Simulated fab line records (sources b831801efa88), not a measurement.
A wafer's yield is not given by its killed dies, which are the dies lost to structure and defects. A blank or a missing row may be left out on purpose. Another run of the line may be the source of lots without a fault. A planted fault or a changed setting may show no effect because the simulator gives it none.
fab line records    flow gf180mcu
record lots=7  wafers=21  lastDay=34
route steps=602 shown V3@455 M4@456
lots untouched by any fault: they come from a run of this same line in which no faults occurred
startH: the number of hours between the record's first day and the start of the first shown wafer of the lot    waitH: hours from the lot's prior step to this one    " unchanged from the row above    L1.1+2: several wafers, shown together as one row    - no value, or no start was given    * or withheld: withheld    < > ~ a bound
route shown NAME@n: NAME is a module with steps in the file, n the number in the route of the first one    usual: mean and standard deviation over wafers with no fault    same: alike in all rows    chamber/n: place in a boat    sites: readings site by site    _std_site: the standard deviation of these    _edge_site: mean of outer sites minus mean of inner sites    radiusMm: for every site, how far away it sits from the centre of the wafer    mask NAME#n: copy n    behind: the last tool/chamber to shape the wafer    hold: the reason the lot was held/the length of the hold in hours/how it ended    device: names the non-switching transistor (n, p or np)    end of line: the same wafers' tests at the end of the route    a step without rows: its recipe alone    killed: not the wafer's yield, but the dies lost to structure and defects at the first sort    map: per-die view of a wafer (x killed, . not killed, _ where there is no die)
set.NAME: the setting as run; set.NAME@STEP: as run at that earlier step    model.NAME: the simulator's own value behind a step, which no gauge read
lots at selected steps of the route; one table per step, one row per wafer
services: the hour from which a tool's chamber was out of use, counted from the record's first day as startH (under 0 if before that day), plus the number of hours and why
## steps
# step GF_V3_CMP_26
# recipe stopOn=SiO2  downForcePsi=3.5  platenRpm=60  tOverpolishS=15  targetThkNm=0  padVelocityMS=0.94248
# step GF_M4_SPUTTER_00
# recipe material=Ti  targetThkNm=37.5  arrivingIonEnergyEv=80  substrateTempC=200  chamberPressurePa=2  powerW=4000  timeS=150
# usual throttleValvePct=29.9/0.98
lot.wafer  tool           chamber  startH  waitH  throttleValvePct
L426.2     pvdSputter-03  -        543.19  0.2    29.7
L426.3     "              -        "       "      30.4
L426.5     "              -        "       "      31.6
L431.2     pvdSputter-03  -        584.35  0.1    30.6
L431.3     "              -        "       "      31.0
L431.5     "              -        "       "      30.5
L437.1     pvdSputter-01  -        621.60  0.2    30.3
L437.3     "              -        "       "      30.5
L437.6     "              -        "       "      30.2
L438.1     pvdSputter-01  -        630.73  0.1    29.0
L438.3     "              -        "       "      30.5
L438.6     "              -        "       "      29.1
L439.1     pvdSputter-01  -        636.48  0.2    30.4
L439.2     "              -        "       "      28.9
L439.6     "              -        "       "      29.2
L444.2     pvdSputter-01  -        668.29  0.2    30.1
L444.4     "              -        "       "      28.8
L444.5     "              -        "       "      29.2
L447.1     pvdSputter-03  -        690.96  0.2    31.0
L447.2     "              -        "       "      29.4
L447.4     "              -        "       "      31.5
# step GF_M4_SPUTTER_01
# recipe material=TiN  targetThkNm=30  powerW=6500  timeS=25  chamberPressurePa=0.4
# usual throttleValvePct=29.9/0.95
lot.wafer  tool           chamber  startH  waitH  throttleValvePct
L426.2     pvdSputter-03  -        543.29  0.1    29.4
L426.3     "              -        "       "      30.2
L426.5     "              -        "       "      31.3
L431.2     pvdSputter-03  -        584.45  0.1    30.4
L431.3     "              -        "       "      31.2
L431.5     "              -        "       "      30.3
L437.1     pvdSputter-01  -        621.70  0.1    30.6
L437.3     "              -        "       "      30.3
L437.6     "              -        "       "      30.4
L438.1     pvdSputter-01  -        630.83  0.1    29.2
L438.3     "              -        "       "      30.4
L438.6     "              -        "       "      29.3
L439.1     pvdSputter-01  -        636.58  0.1    30.5
L439.2     "              -        "       "      29.1
L439.6     "              -        "       "      28.8
L444.2     pvdSputter-01  -        668.39  0.1    30.5
L444.4     "              -        "       "      29.2
L444.5     "              -        "       "      29.0
L447.1     pvdSputter-03  -        691.06  0.1    31.1
L447.2     "              -        "       "      29.7
L447.4     "              -        "       "      31.3
# step GF_M4_SPUTTER_02
# recipe material=AlCu  targetThkNm=450  powerW=10600  timeS=23.9  chamberPressurePa=0.4
# usual throttleValvePct=29.9/0.95
lot.wafer  tool           chamber  startH  waitH  throttleValvePct
L426.2     pvdSputter-03  -        543.32  0.0    29.3
L426.3     "              -        "       "      30.4
L426.5     "              -        "       "      31.5
L431.2     pvdSputter-03  -        584.48  0.0    30.5
L431.3     "              -        "       "      31.0
L431.5     "              -        "       "      30.8
L437.1     pvdSputter-01  -        621.73  0.0    30.3
L437.3     "              -        "       "      30.4
L437.6     "              -        "       "      30.4
L438.1     pvdSputter-01  -        630.87  0.0    29.0
L438.3     "              -        "       "      30.5
L438.6     "              -        "       "      29.0
L439.1     pvdSputter-01  -        636.62  0.0    30.4
L439.2     "              -        "       "      29.1
L439.6     "              -        "       "      29.3
L444.2     pvdSputter-01  -        668.43  0.0    30.1
L444.4     "              -        "       "      29.0
L444.5     "              -        "       "      29.1
L447.1     pvdSputter-03  -        691.09  0.0    31.1
L447.2     "              -        "       "      29.7
L447.4     "              -        "       "      31.0
# step GF_M4_SPUTTER_03
# recipe material=Ti  targetThkNm=10  substrateTempC=300  chamberPressurePa=0.3  powerW=3082  timeS=6.7
# usual throttleValvePct=29.9/0.95
lot.wafer  tool           chamber  startH  waitH  throttleValvePct
L426.2     pvdSputter-03  -        543.35  0.0    29.4
L426.3     "              -        "       "      30.4
L426.5     "              -        "       "      31.1
L431.2     pvdSputter-03  -        584.51  0.0    30.6
L431.3     "              -        "       "      31.0
L431.5     "              -        "       "      30.2
L437.1     pvdSputter-01  -        621.76  0.0    30.2
L437.3     "              -        "       "      30.2
L437.6     "              -        "       "      30.5
L438.1     pvdSputter-01  -        630.90  0.0    28.7
L438.3     "              -        "       "      30.6
L438.6     "              -        "       "      29.1
L439.1     pvdSputter-01  -        636.65  0.0    30.3
L439.2     "              -        "       "      29.1
L439.6     "              -        "       "      28.9
L444.2     pvdSputter-01  -        668.46  0.0    30.7
L444.4     "              -        "       "      29.1
L444.5     "              -        "       "      29.0
L447.1     pvdSputter-03  -        691.12  0.0    31.4
L447.2     "              -        "       "      29.4
L447.4     "              -        "       "      31.4
# step GF_M4_SPUTTER_04
# recipe material=TiN  targetThkNm=50  powerW=6500  timeS=41.7  chamberPressurePa=0.4
# usual throttleValvePct=29.9/0.95
lot.wafer  tool           chamber  startH  waitH  throttleValvePct
L426.2     pvdSputter-03  -        543.37  0.0    29.4
L426.3     "              -        "       "      30.1
L426.5     "              -        "       "      31.2
L431.2     pvdSputter-03  -        584.53  0.0    30.2
L431.3     "              -        "       "      30.9
L431.5     "              -        "       "      30.4
L437.1     pvdSputter-01  -        621.78  0.0    30.5
L437.3     "              -        "       "      30.4
L437.6     "              -        "       "      30.7
L438.1     pvdSputter-01  -        630.92  0.0    28.8
L438.3     "              -        "       "      30.5
L438.6     "              -        "       "      28.9
L439.1     pvdSputter-01  -        636.67  0.0    30.4
L439.2     "              -        "       "      28.9
L439.6     "              -        "       "      29.0
L444.2     pvdSputter-01  -        668.48  0.0    30.3
L444.4     "              -        "       "      29.1
L444.5     "              -        "       "      29.0
L447.1     pvdSputter-03  -        691.14  0.0    31.0
L447.2     "              -        "       "      29.6
L447.4     "              -        "       "      31.4
# step GF_M4_RS_MEAS_05
# recipe thkMeasGauge=four-point-probe  reads=TiN_of_M4_SPUTTER_04+Ti_of_M4_SPUTTER_03+AlCu_of_M4_SPUTTER_02+TiN_of_M4_SPUTTER_01+Ti_of_M4_SPUTTER_00
# usual M4_ALCU_RS=0.0704/0.00091
lot.wafer  tool          chamber  startH  waitH  M4_ALCU_RS[ohm/sq]
L426.2     filmMetro-02  -        543.43  0.0    0.0712
L426.3     "             -        "       "      0.0707
L426.5     "             -        "       "      0.0701
L431.2     filmMetro-03  -        584.59  0.0    0.0699
L431.3     "             -        "       "      0.0686
L431.5     "             -        "       "      0.0688
L437.1     filmMetro-03  -        621.82  0.0    0.0706
L437.3     "             -        "       "      0.0722
L437.6     "             -        "       "      0.0718
L438.1     filmMetro-03  -        630.96  0.0    0.0690
L438.3     "             -        "       "      0.0705
L438.6     "             -        "       "      0.0694
L439.1     filmMetro-03  -        636.71  0.0    0.0695
L439.2     "             -        "       "      0.0689
L439.6     "             -        "       "      0.0694
L444.2     filmMetro-04  -        668.54  0.0    0.0693
L444.4     "             -        "       "      0.0700
L444.5     "             -        "       "      0.0695
L447.1     filmMetro-03  -        691.18  0.0    0.0704
L447.2     "             -        "       "      0.0708
L447.4     "             -        "       "      0.0714
# step GF_M4_THK_MEAS_06
# recipe thkMeasGauge=xrf  reads=AlCu_of_M4_SPUTTER_02
# usual M4_ALCU_THK=445/6.5
lot.wafer  tool          chamber  startH  waitH  M4_ALCU_THK[nm]
L426.2     filmMetro-02  -        543.54  0.1    439
L426.3     "             -        "       "      443
L426.5     "             -        "       "      446
L431.2     filmMetro-03  -        584.70  0.1    452
L431.3     "             -        "       "      461
L431.5     "             -        "       "      459
L437.1     filmMetro-03  -        621.94  0.1    448
L437.3     "             -        "       "      442
L437.6     "             -        "       "      441
L438.1     filmMetro-03  -        631.08  0.1    457
L438.3     "             -        "       "      448
L438.6     "             -        "       "      455
L439.1     filmMetro-03  -        636.83  0.1    451
L439.2     "             -        "       "      456
L439.6     "             -        "       "      454
L444.2     filmMetro-04  -        668.65  0.1    449
L444.4     "             -        "       "      446
L444.5     "             -        "       "      449
L447.1     filmMetro-03  -        691.30  0.1    446
L447.2     "             -        "       "      445
L447.4     "             -        "       "      441
# step GF_M4_DEHYDRATE_07
# recipe tempC=200  timeS=60
# step GF_M4_HMDS_08
# recipe primeTimeS=60  primeTempC=120
# step GF_M4_COAT_09
# recipe resist=KrF  spinRpm=withheld  resistThkNm=1000
# step GF_M4_SOFTBAKE_10
# recipe tempC=130  timeS=60  resist=KrF
# step GF_M4_EXPOSE_11
# recipe maskId=Metal4  targetCdNm=280  na=0.68  sourceShape=conventional  sigmaOuter=0.6  doseMj=28
# usual exposureDoseMJCm2=27.984/0.029  focusOffsetNm=0.0/0.53  na=0.68/0
lot.wafer  tool           chamber  startH  waitH  mask      exposureDoseMJCm2  focusOffsetNm  na
L426.2     krfScanner-02  0        554.87  -      Metal4#0  28.026             -0.2           0.68
L426.3     "              0        "       "      Metal4#0  28.007             0.2            0.68
L426.5     "              0        "       "      Metal4#0  27.962             -0.2           0.68
L431.2     krfScanner-02  0        595.64  -      Metal4#0  28.002             0.7            0.68
L431.3     "              0        "       "      Metal4#0  27.997             0.1            0.68
L431.5     "              0        "       "      Metal4#0  28.023             0.1            0.68
L437.1     krfScanner-02  -        631.90  -      Metal4#0  -                  -              -
L437.3     "              -        "       "      Metal4#0  -                  -              -
L437.6     "              -        "       "      Metal4#0  -                  -              -
L438.1     krfScanner-01  -        641.02  -      Metal4#0  -                  -              -
L438.3     "              -        "       "      Metal4#0  -                  -              -
L438.6     "              -        "       "      Metal4#0  -                  -              -
L439.1     krfScanner-01  -        647.13  -      Metal4#0  -                  -              -
L439.2     "              -        "       "      Metal4#0  -                  -              -
L439.6     "              -        "       "      Metal4#0  -                  -              -
L444.2     krfScanner-02  0        678.47  -      Metal4#0  28.042             -0.2           0.68
L444.4     "              0        "       "      Metal4#0  27.987             -0.1           0.68
L444.5     "              0        "       "      Metal4#0  27.992             0.0            0.68
L447.1     krfScanner-02  0        700.70  -      Metal4#0  28.000             0.2            0.68
L447.2     "              0        "       "      Metal4#0  28.019             1.3            0.68
L447.4     "              0        "       "      Metal4#0  28.001             0.4            0.68
# step GF_M4_PEB_12
# recipe pebTempC=135  pebTimeS=90  resist=KrF
## services
tool           chamber  startH  hours  kind
krfScanner-01  -        536.14  0.9    repair
krfScanner-01  -        540.78  1.0    pm
krfScanner-02  0        545.63  -      calibration
krfScanner-01  -        566.70  0.8    pm
krfScanner-01  -        569.04  1.3    pm
krfScanner-01  -        596.88  4.0    pm
krfScanner-02  -        600.90  0.8    pm
krfScanner-01  -        601.65  0.8    pm
krfScanner-01  -        612.58  1.9    repair
krfScanner-02  -        633.36  1.8    repair
pvdSputter-03  -        635.11  3.2    repair
krfScanner-02  -        653.14  3.6    pm
krfScanner-01  0        657.57  -      calibration
krfScanner-02  -        669.59  1.0    pm
krfScanner-02  -        691.07  1.3    pm
## key
firstSign step=GF_M4_EXPOSE_11  reading=toolRecord  direction=missing
effect none on later readings
metAt GF_M4_EXPOSE_11
struckWafers L437.1,L437.3,L437.6,L438.1,L438.3,L438.6,L439.1,L439.2,L439.6
laterRowsLeftOut L437.1,L437.3,L437.6,L438.1,L438.3,L438.6,L439.1,L439.2,L439.6
sortLeftOut L437.1,L437.3,L437.6,L438.1,L438.3,L438.6,L439.1,L439.2,L439.6
onsetBetween 595.64 631.90
fault kind=skippedStepWhole  tool=krfScanner-01,krfScanner-02  chamber=-  onsetH=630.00  steps=GF_M4_EXPOSE_11  scope=struckLotsOnly
# sortLeftOut: the simulated sort isn't trusted on such a fault, so these wafers' sort isn't shown, and their yield isn't known
# laterRowsLeftOut: the simulator's readings of these wafers behind a module that went badly wrong aren't trusted and aren't shown, but for the sort
